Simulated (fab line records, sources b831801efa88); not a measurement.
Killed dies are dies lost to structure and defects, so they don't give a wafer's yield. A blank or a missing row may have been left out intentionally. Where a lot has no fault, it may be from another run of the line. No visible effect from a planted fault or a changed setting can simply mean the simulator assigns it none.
fab line records	flow sky130
[record] lots = 5	wafers = 15	lastDay = 50
route steps=708 shown VIA2@525 METAL3@532 CAPM@537 PAD_OPEN@708
lots untouched by any fault: they come from a run of this same line in which no faults occurred
startH: the number of hours between the record's first day and the start of the first shown wafer of the lot	waitH: hours since the lot's step before	" repeats the value in the row above	L1.1+2: a row that stands for several wafers	- no value present, or no start provided	* or withheld: withheld	< > ~ a bound
route shown NAME@n: a module of which the file shows steps, and the number in the route of the first	usual: the fault-free wafers' mean and standard deviation	same: alike in all rows	chamber/n: place in a boat	sites: readings site by site	_std_site: their standard deviation	_edge_site: the outer-site mean with the inner-site mean subtracted	radiusMm: for every site, how far away it sits from the centre of the wafer	mask NAME#n: copy n	behind: the most recent tool/chamber to have shaped the wafer	hold: the reason the lot was held/the length of the hold in hours/how it ended	device: the n, p or np transistor that did not switch	end of line: tests of these same wafers at the route's end	step lacking rows: just its recipe	killed: dies that structure and defects cost at the first sort, which is not the same as the wafer's yield	map: the dies of a wafer, with x for killed, . for not killed, _ for no die there
set.NAME: the setting as run; set.NAME@STEP: as run at that earlier step	model.NAME: the simulator's own value behind a step, which no gauge read
certain route steps with their lots: each step a table, each wafer a row
services: from which hour (startH, from the record's first day; less than 0 if before it) a tool's chamber was out of use, for how many hours, and why
[[steps]]
[step SKY_VIA2_CLEAN_18]
[recipe] chemistry = IPA	timeS = 180	tempC = 25
[step SKY_VIA2_CLEAN_19]
[recipe] chemistry = O3/DIW	dry = n2Spin
[step SKY_VIA2_SPUTTER_20]
[recipe] material = TiN	targetThkNm = 20	chamberPressurePa = 5	powerW = 4000	timeS = 80
[step SKY_VIA2_CVD_21]
[recipe] material = W	targetThkNm = 420	timeS = 126.4	tempC = 400	pressureTorr = 40
[usual] heaterPowerW = 883/68
lot.wafer	tool	chamber	startH	waitH	heaterPowerW
L658.2	cvdW-02	0	885.05	0.0	914
L658.4	"	1	"	"	753
L658.6	"	0	"	"	892
L666.1	cvdW-01	0	938.76	0.0	904
L666.2	"	1	"	"	901
L666.4	"	1	"	"	872
L669.2	cvdW-01	0	980.34	0.0	906
L669.4	"	0	"	"	948
L669.6	"	0	"	"	921
L672.1	cvdW-01	0	995.66	0.0	903
L672.2	"	1	"	"	862
L672.6	"	0	"	"	910
L675.2	cvdW-01	0	1010.01	0.0	964
L675.4	"	1	"	"	900
L675.6	"	0	"	"	922
[step SKY_VIA2_RS_MEAS_22]
[recipe] thkMeasGauge = four-point-probe	reads = W_of_VIA2_CVD_21+TiN_of_VIA2_SPUTTER_20
[usual] VIA2_W_RS = 0.273/0.0032
lot.wafer	tool	chamber	startH	waitH	VIA2_W_RS[ohm/sq]
L658.2	filmMetro-03	-	885.20	0.1	0.278
L658.4	"	-	"	"	0.277
L658.6	"	-	"	"	0.278
L666.1	filmMetro-01	-	938.89	0.1	0.270
L666.2	"	-	"	"	0.272
L666.4	"	-	"	"	0.268
L669.2	filmMetro-03	-	980.49	0.1	0.275
L669.4	"	-	"	"	0.271
L669.6	"	-	"	"	0.271
L672.1	filmMetro-03	-	995.79	0.1	0.269
L672.2	"	-	"	"	0.270
L672.6	"	-	"	"	0.271
L675.2	filmMetro-03	-	1010.16	0.1	0.271
L675.4	"	-	"	"	0.270
L675.6	"	-	"	"	0.272
[step SKY_VIA2_THK_MEAS_23]
[recipe] thkMeasGauge = xrf	reads = W_of_VIA2_CVD_21
[usual] VIA2_W_THK = 428/7.3
lot.wafer	tool	chamber	startH	waitH	VIA2_W_THK[nm]
L658.2	filmMetro-03	-	885.31	0.1	423
L658.4	"	-	"	"	424
L658.6	"	-	"	"	423
L666.1	filmMetro-01	-	939.01	0.1	435
L666.2	"	-	"	"	431
L666.4	"	-	"	"	436
L669.2	filmMetro-03	-	980.60	0.1	431
L669.4	"	-	"	"	436
L669.6	"	-	"	"	433
L672.1	filmMetro-03	-	995.91	0.1	432
L672.2	"	-	"	"	432
L672.6	"	-	"	"	429
L675.2	filmMetro-03	-	1010.27	0.1	428
L675.4	"	-	"	"	430
L675.6	"	-	"	"	432
[step SKY_VIA2_CMP_24]
[recipe] stopOn = SiO2	tOverpolishS = 20	downForcePsi = 3.5	platenRpm = 60	targetThkNm = 0	padVelocityMS = 0.94248
[step SKY_METAL3_SPUTTER_00]
[recipe] material = Ti	targetThkNm = 15	powerW = 3000	timeS = 10	chamberPressurePa = 0.4
[usual] throttleValvePct = 30.0/1.1
lot.wafer	tool	chamber	startH	waitH	throttleValvePct
L658.2	pvdSputter-01	-	885.66	0.2	31.3
L658.4	"	-	"	"	30.3
L658.6	"	-	"	"	30.5
L666.1	pvdSputter-01	-	939.37	0.1	31.9
L666.2	"	-	"	"	31.0
L666.4	"	-	"	"	27.6
L669.2	pvdSputter-04	-	980.95	0.2	29.3
L669.4	"	-	"	"	30.7
L669.6	"	-	"	"	30.6
L672.1	pvdSputter-04	-	996.27	0.2	29.6
L672.2	"	-	"	"	29.0
L672.6	"	-	"	"	28.9
L675.2	pvdSputter-01	-	1010.62	0.2	31.4
L675.4	"	-	"	"	30.4
L675.6	"	-	"	"	32.1
[step SKY_METAL3_SPUTTER_01]
[recipe] material = TiN	targetThkNm = 20	powerW = 6500	timeS = 16.7	chamberPressurePa = 0.4
[step SKY_METAL3_SPUTTER_02]
[recipe] material = AlCu	targetThkNm = 735	powerW = 10600	timeS = 39.1	chamberPressurePa = 0.4
[step SKY_METAL3_SPUTTER_03]
[recipe] material = Ti	targetThkNm = 5	powerW = 3000	timeS = 3.3	chamberPressurePa = 0.4
[usual] throttleValvePct = 30.0/1.1
lot.wafer	tool	chamber	startH	waitH	throttleValvePct
L658.2	pvdSputter-01	-	885.74	0.0	31.2
L658.4	"	-	"	"	30.6
L658.6	"	-	"	"	30.5
L666.1	pvdSputter-01	-	939.45	0.0	31.8
L666.2	"	-	"	"	31.0
L666.4	"	-	"	"	27.7
L669.2	pvdSputter-04	-	981.03	0.0	29.7
L669.4	"	-	"	"	30.6
L669.6	"	-	"	"	30.7
L672.1	pvdSputter-04	-	996.36	0.0	29.5
L672.2	"	-	"	"	29.0
L672.6	"	-	"	"	29.1
L675.2	pvdSputter-01	-	1010.71	0.0	31.1
L675.4	"	-	"	"	30.2
L675.6	"	-	"	"	32.0
[step SKY_METAL3_SPUTTER_04]
[recipe] material = TiN	targetThkNm = 70	powerW = 6500	timeS = 58.3	chamberPressurePa = 0.4
[step SKY_CAPM_CVD_00]
[recipe] material = SiO2	targetThkNm = 15.5	tempC = 400	timeS = withheld	rfW = 450
[usual] heaterPowerW = 669/100
lot.wafer	tool	chamber	startH	waitH	heaterPowerW	model.SiO2_of_CAPM_CVD_00.thkNm
L658.2	pecvd-04	0	885.81	0.0	649	14.54
L658.4	"	1	"	"	751	15.91
L658.6	"	2	"	"	553	15.87
L666.1	pecvd-01	0	939.52	0.0	707	15.41
L666.2	"	1	"	"	592	15.29
L666.4	"	1	"	"	607	15.15
L669.2	pecvd-02	2	981.10	0.0	787	15.74
L669.4	"	0	"	"	620	15.77
L669.6	"	2	"	"	804	15.85
L672.1	pecvd-04	0	996.43	0.0	624	15.38
L672.2	"	1	"	"	764	15.61
L672.6	"	0	"	"	623	15.69
L675.2	pecvd-01	2	1010.78	0.0	571	15.46
L675.4	"	0	"	"	774	15.66
L675.6	"	0	"	"	794	15.57
[step SKY_CAPM_THK_MEAS_01]
[recipe] reads = SiO2_of_CAPM_CVD_00
[usual] CAPM_CVD_00_THK = 15.57/0.24
lot.wafer	tool	chamber	startH	waitH	CAPM_CVD_00_THK[nm]
L658.2	filmMetro-03	-	885.84	-	14.53
L658.4	"	-	"	"	15.88
L658.6	"	-	"	"	15.87
L666.1	filmMetro-02	-	939.54	-	15.44
L666.2	"	-	"	"	15.24
L666.4	"	-	"	"	15.17
L669.2	filmMetro-04	-	981.13	-	15.75
L669.4	"	-	"	"	15.80
L669.6	"	-	"	"	15.87
L672.1	filmMetro-03	-	996.45	-	15.35
L672.2	"	-	"	"	15.62
L672.6	"	-	"	"	15.65
L675.2	filmMetro-04	-	1010.82	-	15.41
L675.4	"	-	"	"	15.67
L675.6	"	-	"	"	15.59
[step SKY_CAPM_SPUTTER_02]
[recipe] material = TiN	targetThkNm = 200	tempC = 300	powerW = 6500	timeS = 166.7	chamberPressurePa = 0.4
[step SKY_CAPM_RS_MEAS_03]
[recipe] thkMeasGauge = four-point-probe	reads = TiN_of_CAPM_SPUTTER_02
[usual] CAPM_TIN_RS = 6.93/0.072
lot.wafer	tool	chamber	startH	waitH	CAPM_TIN_RS[ohm/sq]
L658.2	filmMetro-03	-	886.02	0.1	6.90
L658.4	"	-	"	"	6.88
L658.6	"	-	"	"	7.02
L666.1	filmMetro-03	-	939.71	0.1	6.95
L666.2	"	-	"	"	6.98
L666.4	"	-	"	"	6.98
L669.2	filmMetro-03	-	981.31	0.1	6.98
L669.4	"	-	"	"	6.98
L669.6	"	-	"	"	6.93
L672.1	filmMetro-02	-	996.63	0.1	7.04
L672.2	"	-	"	"	7.04
L672.6	"	-	"	"	7.00
L675.2	filmMetro-02	-	1011.00	0.1	6.87
L675.4	"	-	"	"	6.99
L675.6	"	-	"	"	6.94
[step SKY_CAPM_THK_MEAS_04]
[recipe] thkMeasGauge = xrf	reads = TiN_of_CAPM_SPUTTER_02
[usual] CAPM_TIN_THK = 196.4/2.2
lot.wafer	tool	chamber	startH	waitH	CAPM_TIN_THK[nm]
L658.2	filmMetro-03	-	886.13	0.1	196.6
L658.4	"	-	"	"	197.3
L658.6	"	-	"	"	193.4
L666.1	filmMetro-03	-	939.83	0.1	195.5
L666.2	"	-	"	"	194.7
L666.4	"	-	"	"	194.7
L669.2	filmMetro-03	-	981.42	0.1	194.4
L669.4	"	-	"	"	194.2
L669.6	"	-	"	"	196.9
L672.1	filmMetro-02	-	996.75	0.1	193.3
L672.2	"	-	"	"	193.2
L672.6	"	-	"	"	192.4
L675.2	filmMetro-02	-	1011.11	0.1	198.6
L675.4	"	-	"	"	194.3
L675.6	"	-	"	"	195.5
[step SKY_CAPM_DEHYDRATE_05]
[recipe] tempC = 200	timeS = 60
[step SKY_CAPM_HMDS_06]
[recipe] primeTimeS = 60	primeTempC = 120
[step SKY_CAPM_COAT_07]
[recipe] resist = NOVOLAK	spinRpm = 3000	resistThkNm = 1140
[step SKY_CAPM_SOFTBAKE_08]
[recipe] tempC = 90	timeS = 60	resist = NOVOLAK
[step SKY_CAPM_EXPOSE_09]
[recipe] maskId = CAPM	na = 0.6	sourceShape = conventional	sigmaOuter = 0.6	polarization = unpolarized	targetCdNm = 1000	doseMj = 159
[step SKY_CAPM_PEB_10]
[recipe] tempC = withheld	timeS = *	resist = NOVOLAK
[step SKY_CAPM_DEVELOP_11]
[recipe] resist = NOVOLAK	developer = TMAH	developTimeS = 60	devTempC = 23
[step SKY_CAPM_OVL_MEAS_12]
[usual] CAPM_OVL = 0.0/1.6
lot.wafer	tool	chamber	startH	waitH	CAPM_OVL[nm]
L658.2	overlay-01	-	911.25	0.1	-0.8
L658.4	"	-	"	"	1.0
L658.6	"	-	"	"	-3.4
L666.1	overlay-01	-	964.39	0.1	1.1
L666.2	"	-	"	"	3.0
L666.4	"	-	"	"	2.1
L669.2	overlay-02	-	1004.25	0.1	-1.3
L669.4	"	-	"	"	1.3
L669.6	"	-	"	"	-1.4
L672.1	overlay-01	-	1019.57	0.1	0.4
L672.2	"	-	"	"	0.1
L672.6	"	-	"	"	1.5
L675.2	overlay-01	-	1033.35	0.1	-0.3
L675.4	"	-	"	"	-0.3
L675.6	"	-	"	"	0.4
[step SKY_CAPM_METAL_ETCH_13]
[recipe] targetDepthNm = 220	stopOn = SiO2	chemistry = Cl2/BCl3	target = TiN	pressureMtorr = 10	icpW = 900	biasW = 48.5	Cl2_flow_sccm = 60	bcl3FlowSccm = 30	timeS = 62.9
[usual] drypumpMotorCurrentA = 5.4/0.45	oesProductAu = 0.939/0.0072	throttleValvePct = 21.902/0.0098
lot.wafer	tool	chamber	startH	waitH	drypumpMotorCurrentA	oesProductAu	rfHoursCounterH	throttleValvePct
L658.2	rieMetal-03	0	911.28	0.0	5.1	0.939	6	21.908
L658.4	"	0	"	"	5.1	0.942	-	21.921
L658.6	"	0	"	"	5.1	0.935	-	21.908
L666.1	rieMetal-02	0	964.43	0.0	6.2	0.936	3	21.892
L666.2	"	1	"	"	4.8	0.938	1	21.915
L666.4	"	1	"	"	4.8	0.940	-	21.896
L669.2	rieMetal-02	0	1004.28	0.0	6.2	0.932	5	21.916
L669.4	"	0	"	"	6.2	0.936	-	21.896
L669.6	"	1	"	"	4.9	0.935	-	21.909
L672.1	rieMetal-04	1	1019.60	0.0	5.9	0.934	20	21.901
L672.2	"	0	"	"	5.5	0.935	13	21.873
L672.6	"	0	"	"	5.5	0.939	-	21.919
L675.2	rieMetal-02	0	1033.38	0.0	6.2	0.942	7	21.897
L675.4	"	1	"	"	4.8	0.937	-	21.904
L675.6	"	0	"	"	6.2	0.939	-	21.895
[step SKY_CAPM_STRIP_14]
[recipe] chemistry = O2/N2	powerW = 1400	pressureMtorr = 1500	platenTempC = withheld	o2FlowSccm = 3000	n2FlowSccm = 300	overashFraction = 0.5
[step SKY_CAPM_STRIP_15]
[recipe] chemistry = postEtchResidueRemover	timeS = 1200	tempC = 72.5
[step SKY_CAPM_CLEAN_16]
[recipe] chemistry = IPA	timeS = 180	tempC = 25
[step SKY_CAPM_CLEAN_17]
[recipe] chemistry = O3/DIW	dry = n2Spin
[step SKY_METAL3_DEHYDRATE_05]
[recipe] tempC = 200	timeS = 60
[step SKY_METAL3_HMDS_06]
[recipe] primeTimeS = 60	primeTempC = 120
[step SKY_METAL3_COAT_07]
[recipe] resist = BARC	tempC = withheld	timeS = withheld	spinRpm = 3000	resistThkNm = 60
[step SKY_METAL3_COAT_08]
[recipe] resist = KrF-thick	spinRpm = 3000	resistThkNm = 1140
[step SKY_METAL3_SOFTBAKE_09]
[recipe] tempC = 100	timeS = 90	resist = KrF-thick
[step SKY_METAL3_EXPOSE_10]
[recipe] maskId = MM3	na = 0.68	sourceShape = annular	sigmaInner = 0.4	sigmaOuter = 0.8	targetCdNm = 300	doseMj = 28
[step SKY_METAL3_PEB_11]
[recipe] pebTempC = withheld	pebTimeS = withheld	resist = KrF-thick
[step SKY_METAL3_DEVELOP_12]
[recipe] developTimeS = 60	resist = KrF-thick	devTempC = 21
[step SKY_METAL3_CD_MEAS_13]
[recipe] targetCdNm = 300
[usual] cdNm = 299.7/1.6
lot.wafer	tool	chamber	startH	waitH	cdNm
L658.2	cdSem-01	-	936.84	-	299.8
L658.4	"	-	"	"	298.3
L658.6	"	-	"	"	298.5
L666.1	cdSem-01	-	989.52	-	299.0
L666.2	"	-	"	"	300.1
L666.4	"	-	"	"	299.9
L669.2	cdSem-01	-	1027.12	-	300.7
L669.4	"	-	"	"	299.2
L669.6	"	-	"	"	299.0
L672.1	cdSem-01	-	1042.37	-	300.5
L672.2	"	-	"	"	300.7
L672.6	"	-	"	"	301.8
L675.2	cdSem-02	-	1056.39	-	298.8
L675.4	"	-	"	"	297.2
L675.6	"	-	"	"	298.1
[step SKY_METAL3_OVL_MEAS_14]
[usual] METAL3_OVL = -3/5.1
lot.wafer	tool	chamber	startH	waitH	METAL3_OVL[nm]
L658.2	overlay-02	-	936.94	0.1	0
L658.4	"	-	"	"	-4
L658.6	"	-	"	"	-1
L666.1	overlay-02	-	989.64	0.1	-1
L666.2	"	-	"	"	-8
L666.4	"	-	"	"	0
L669.2	overlay-01	-	1027.22	0.1	8
L669.4	"	-	"	"	4
L669.6	"	-	"	"	6
L672.1	overlay-02	-	1042.49	0.1	-16
L672.2	"	-	"	"	-11
L672.6	"	-	"	"	-6
L675.2	overlay-01	-	1056.50	0.1	-1
L675.4	"	-	"	"	2
L675.6	"	-	"	"	3
[step SKY_METAL3_DESCUM_15]
[recipe] chemistry = O2	sourcePowerW = 150	biasPowerW = 0	pressureMtorr = 10	tempC = 40	timeS = 8
[step SKY_METAL3_ETCH_16]
[recipe] chemistry = N2/H2	target = BARC	ionEnergyEv = 200	biasW = 100	pressureMtorr = 30	n2FlowSccm = 100	h2FlowSccm = 200	icpW = 500	stopOn = SiO2	timeS = 88.2	targetDepthA = 600
[usual] drypumpMotorCurrentA = 5.5/0.42	oesProductAu = 0.626/0.0045	throttleValvePct = 13.205/0.009
lot.wafer	tool	chamber	startH	waitH	drypumpMotorCurrentA	oesProductAu	rfHoursCounterH	throttleValvePct
L658.2	rieMetal-03	1	937.00	0.0	5.5	0.630	2	13.199
L658.4	"	1	"	"	5.5	0.626	-	13.196
L658.6	"	0	"	"	5.1	0.625	-	13.207
L666.1	rieMetal-01	1	989.71	0.0	5.2	0.622	17	13.202
L666.2	"	0	"	"	6.0	0.629	19	13.216
L666.4	"	0	"	"	6.0	0.624	-	13.199
L669.2	rieMetal-03	0	1027.29	0.0	5.1	0.634	12	13.202
L669.4	"	1	"	"	5.5	0.633	-	13.205
L669.6	"	1	"	"	5.5	0.622	-	13.193
L672.1	rieMetal-03	1	1042.56	0.0	5.5	0.631	8	13.207
L672.2	"	0	"	"	5.1	0.628	13	13.200
L672.6	"	0	"	"	5.1	0.626	-	13.200
L675.2	rieMetal-02	1	1056.56	0.0	4.9	0.624	6	13.211
L675.4	"	1	"	"	4.8	0.622	-	13.207
L675.6	"	0	"	"	6.2	0.630	-	13.197
[step SKY_METAL3_ETCH_17]
[recipe] target = SiO2	stopOn = TiN	chemistry = C4F8/O2/Ar	sourceW = 1500	biasW = 1200	pressureMtorr = 40	c4f8FlowSccm = withheld	O2_flow_sccm = 6	Ar_flow_sccm = 300	timeS = 3.9	targetDepthA = 150
[usual] oesProductAu = 0.756/0.0071
lot.wafer	tool	chamber	startH	waitH	oesProductAu	rfHoursCounterH	model.etch.depthNm
L658.2	rieDiel-04	0	937.10	0.1	0.739	12	14.54
L658.4	"	3	"	"	0.766	11	15.91
L658.6	"	2	"	"	0.762	-	15.87
L666.1	rieDiel-01	3	989.80	0.1	0.755	21	15.41
L666.2	"	0	"	"	0.747	19	15.29
L666.4	"	0	"	"	0.746	-	15.15
L669.2	rieDiel-04	2	1027.38	0.1	0.761	17	15.74
L669.4	"	3	"	"	0.762	14	15.77
L669.6	"	1	"	"	0.765	-	15.85
L672.1	rieDiel-01	1	1042.65	0.1	0.746	22	15.38
L672.2	"	3	"	"	0.765	23	15.61
L672.6	"	2	"	"	0.760	-	15.69
L675.2	rieDiel-02	1	1056.66	0.1	0.753	9	15.46
L675.4	"	3	"	"	0.755	12	15.66
L675.6	"	2	"	"	0.756	-	15.57
[step SKY_PAD_OPEN_PROBE_99]
[usual] defectLimitedYield = 82.3/2.1	killed_at_M0_to_M3 = 44/7.2	killed_at_M4_up = 3.1/1.7	killedAtContacts = 24/5.2	killedAtFrontEnd = 15/4.1	killedAtOther = 0.3/0.61	killedDies = 87/10	killedOpen = 48/7.5	killedShort = 39/6.6	sort_bin_3_pad_short = 0.8/0.39	sort_bin_5_function = 10.4/1.7	sort_bin_6_memory = 6.5/1.1	sortNPass = 405/10	sortYieldPct = 82.3/2.1
[same] grossDies = 492	killedAtBackSide = 0	sort_bin_4_leakage[%] = 0	sort_bin_8_speed[%] = 0
lot.wafer	tool	chamber	startH	waitH	defectLimitedYield[%]	killed_at_M0_to_M3	killed_at_M4_up	killedAtContacts	killedAtFrontEnd	killedAtOther	killedDies	killedOpen	killedShort	sort_bin_3_pad_short[%]	sort_bin_5_function[%]	sort_bin_6_memory[%]	sortNPass	sortYieldPct[%]	model.etest.capMim.bvV	model.etest.capMim.leakLog10ACm2	model.etest.capMim.cFfUm2
L658.2	prober-02	-	1105.03	0.1	84.1	39	1	21	17	0	78	49	29	0.4	8.5	6.9	414	84.1	12.59	-8.795	2.507
L658.4	prober-02	-	1105.13	0.2	86.8	30	2	17	16	0	65	40	25	0.2	7.1	5.9	427	86.8	14.35	-9.089	2.286
L658.6	prober-02	-	1105.23	0.2	79.7	42	4	32	22	0	100	49	51	0.4	11.6	8.3	392	79.7	14.45	-9.284	2.271
L666.1	prober-02	-	1145.78	0.1	84.1	45	4	20	8	1	78	47	31	0.6	9.3	5.9	414	84.1	13.81	-8.893	2.357
L666.2	prober-02	-	1145.83	0.1	79.3	44	2	30	26	0	102	58	44	0.8	10.4	9.6	390	79.3	13.85	-8.945	2.359
L666.4	prober-02	-	1145.93	0.2	82.3	39	2	27	19	0	87	38	49	1.2	11.0	5.5	405	82.3	13.5	-8.771	2.393
L669.2	prober-01	-	1173.02	0.1	82.5	50	6	14	16	0	86	50	35	0.4	12.6	4.5	406	82.5	13.98	-9.089	2.301
L669.4	prober-01	-	1173.12	0.2	82.3	50	4	20	12	1	87	45	40	0.8	10.6	6.3	405	82.3	14.17	-9.001	2.305
L669.6	prober-01	-	1173.22	0.2	80.7	55	1	26	13	0	95	57	37	0.8	13.8	4.7	397	80.7	14.25	-9.134	2.294
L672.1	prober-02	-	1186.64	0.1	79.5	56	3	34	8	0	101	64	37	0.8	11.0	8.7	391	79.5	13.68	-8.803	2.355
L672.2	prober-02	-	1186.69	0.1	82.3	40	6	24	17	0	87	54	33	0.4	11.0	6.3	405	82.3	13.47	-9.108	2.327
L672.6	prober-02	-	1186.89	0.2	80.9	59	1	21	13	0	94	49	45	0.6	11.2	7.3	398	80.9	14	-9.066	2.323
L675.2	prober-01	-	1197.64	0.1	81.5	43	2	27	18	1	91	40	50	0.8	12.0	5.7	401	81.5	13.96	-8.9	2.349
L675.4	prober-01	-	1197.74	0.2	82.1	42	4	24	18	0	88	47	41	0.6	9.8	7.5	404	82.1	14.17	-9.002	2.305
L675.6	prober-01	-	1197.84	0.2	82.9	44	1	17	21	1	84	49	35	1.2	10.0	5.9	408	82.9	14.16	-9.047	2.305
// killed by level:class
L658.2 VIA1:geometricParticle:open=9 VIA2:geometricParticle:open=8 CONTACT:geometricParticle:open=7 VIA3:geometricParticle:open=7 FIELD_ISO:geometricParticle:open=6 LI_CONTACT:geometricParticle:open=6 FIELD_ISO:geometricParticle:short=4 CONTACT:geometricParticle:short=4
L658.4 VIA1:geometricParticle:open=10 CONTACT:geometricParticle:open=6 FIELD_ISO:geometricParticle:short=5 VIA2:geometricParticle:open=5 FIELD_ISO:geometricParticle:open=4 LI_CONTACT:geometricParticle:open=4 CONTACT:geometricParticle:short=4 POLY_CUT:geometricParticle:open=3
L658.6 CONTACT:geometricParticle:short=9 VIA1:geometricParticle:open=8 VIA2:geometricParticle:open=8 CONTACT:geometricParticle:open=8 METAL2:geometricParticle:short=7 FIELD_ISO:geometricParticle:open=5 POLY_GATE:geometricParticle:open=5 VIA3:geometricParticle:open=5
L666.1 VIA1:geometricParticle:open=15 CONTACT:geometricParticle:open=11 VIA3:geometricParticle:open=6 VIA2:geometricParticle:open=5 VIA3:geometricParticle:short=5 VIA1:geometricParticle:short=4 POLY_GATE:geometricParticle:short=3 LI_CONTACT:geometricParticle:open=3
L666.2 VIA1:geometricParticle:open=11 CONTACT:geometricParticle:open=8 FIELD_ISO:geometricParticle:open=7 LI_CONTACT:geometricParticle:open=7 VIA2:geometricParticle:open=7 VIA3:geometricParticle:open=7 POLY_GATE:geometricParticle:open=6 POLY_GATE:geometricParticle:short=6
L666.4 CONTACT:geometricParticle:open=9 CONTACT:geometricParticle:short=7 METAL1:geometricParticle:short=7 METAL2:geometricParticle:short=7 VIA1:geometricParticle:open=6 POLY_GATE:geometricParticle:open=5 LI_CONTACT:geometricParticle:open=5 FIELD_ISO:geometricParticle:open=4
L669.2 VIA1:geometricParticle:open=10 VIA2:geometricParticle:open=7 VIA3:geometricParticle:open=7 CONTACT:geometricParticle:open=7 METAL2:geometricParticle:short=7 VIA1:geometricParticle:short=6 METAL4:geometricParticle:short=5 METAL1:geometricParticle:open=4
L669.4 VIA1:geometricParticle:open=12 METAL1:geometricParticle:short=9 VIA1:geometricParticle:short=7 LI_CONTACT:geometricParticle:open=6 CONTACT:geometricParticle:open=6 VIA3:geometricParticle:open=6 VIA2:geometricParticle:short=5 LOCAL_INTERCONNECT:geometricParticle:short=4
L669.6 VIA1:geometricParticle:open=17 CONTACT:geometricParticle:open=10 METAL2:geometricParticle:short=9 VIA2:geometricParticle:open=9 LI_CONTACT:geometricParticle:open=7 POLY_GATE:geometricParticle:open=4 POLY_GATE:geometricParticle:short=4 LOCAL_INTERCONNECT:geometricParticle:short=4
L672.1 VIA1:geometricParticle:open=18 CONTACT:geometricParticle:open=15 VIA3:geometricParticle:open=8 LI_CONTACT:geometricParticle:open=6 METAL1:geometricParticle:short=6 VIA2:geometricParticle:open=6 LI_CONTACT:geometricParticle:short=5 CONTACT:geometricParticle:short=5
L672.2 VIA1:geometricParticle:open=11 CONTACT:geometricParticle:open=10 VIA2:geometricParticle:open=8 VIA1:geometricParticle:short=6 VIA3:geometricParticle:open=6 FIELD_ISO:geometricParticle:open=4 SPACER:geometricParticle:open=4 LI_CONTACT:geometricParticle:short=4
L672.6 VIA1:geometricParticle:open=15 LI_CONTACT:geometricParticle:open=10 VIA3:geometricParticle:open=9 VIA1:geometricParticle:short=7 METAL1:geometricParticle:short=6 METAL2:geometricParticle:short=6 LOCAL_INTERCONNECT:geometricParticle:short=5 VIA2:geometricParticle:open=5
L675.2 METAL1:geometricParticle:short=10 CONTACT:geometricParticle:open=8 LI_CONTACT:geometricParticle:open=7 LOCAL_INTERCONNECT:geometricParticle:short=6 VIA1:geometricParticle:open=6 VIA1:geometricParticle:short=6 METAL2:geometricParticle:short=6 VIA3:geometricParticle:open=5
L675.4 VIA2:geometricParticle:open=9 VIA1:geometricParticle:open=8 LI_CONTACT:geometricParticle:open=6 VIA3:geometricParticle:open=6 LOCAL_INTERCONNECT:geometricParticle:short=5 CONTACT:geometricParticle:open=5 VIA1:geometricParticle:short=5 METAL2:geometricParticle:short=5
L675.6 VIA1:geometricParticle:open=8 POLY_GATE:geometricParticle:short=7 LI_CONTACT:geometricParticle:open=7 METAL2:geometricParticle:short=6 VIA3:geometricParticle:open=6 CONTACT:geometricParticle:open=5 VIA2:geometricParticle:short=5 FIELD_ISO:geometricParticle:open=4
[[services]]
tool	chamber	startH	hours	kind
rieDiel-02	0	872.48	1.3	repair
cvdW-02	-	878.19	2.8	pm
rieDiel-02	1	881.13	3.4	repair
rieMetal-04	-	884.22	2.8	pm
rieMetal-01	-	890.63	2.8	pm
rieDiel-02	2	902.98	2.7	repair
cvdW-01	-	904.09	14.0	pm
rieDiel-02	2	908.44	32.3	repair
pvdSputter-04	-	910.19	11.4	repair
rieDiel-04	2	918.50	6.0	repair
rieDiel-02	1	922.87	1.2	repair
rieMetal-01	-	925.09	1.0	repair
cvdW-02	1	926.04	11.0	repair
rieDiel-01	3	931.31	23.7	repair
pecvd-02	2	931.86	9.5	repair
pecvd-01	-	952.22	2.0	repair
rieDiel-01	0	956.89	9.9	repair
pvdSputter-04	-	962.67	6.6	repair
rieDiel-01	-	974.10	2.8	pm
rieDiel-01	2	984.63	15.8	repair
pecvd-04	2	1012.60	6.6	repair
pecvd-01	-	1018.49	0.5	repair
cvdW-01	-	1024.04	6.9	pm
rieDiel-04	1	1037.13	7.0	repair
[[key]]
[firstSign] step = SKY_CAPM_THK_MEAS_01	reading = CAPM_CVD_00_THK	direction = down	sigmas = 4.3	usual = 15.57	struck = 14.53
effect none on later readings
[modelEffect] step = SKY_CAPM_CVD_00	value = SiO2_of_CAPM_CVD_00.thkNm	without = 15.7	struck = 14.54
[modelEffect] step = SKY_METAL3_ETCH_17	value = etch.depthNm	without = 15.7	struck = 14.54
[modelEffect] step = SKY_PAD_OPEN_PROBE_99	value = etest.capMim.bvV	without = 13.59	struck = 12.59
metAt SKY_CAPM_CVD_00
struckWafers L658.2
[fault] kind = processParameterDrift	tool = pecvd-04	chamber = 0	onsetH = 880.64	steps = SKY_CAPM_CVD_00	channel = timeS	offset = withheld	shape = step	endH = 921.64	actsIn = *
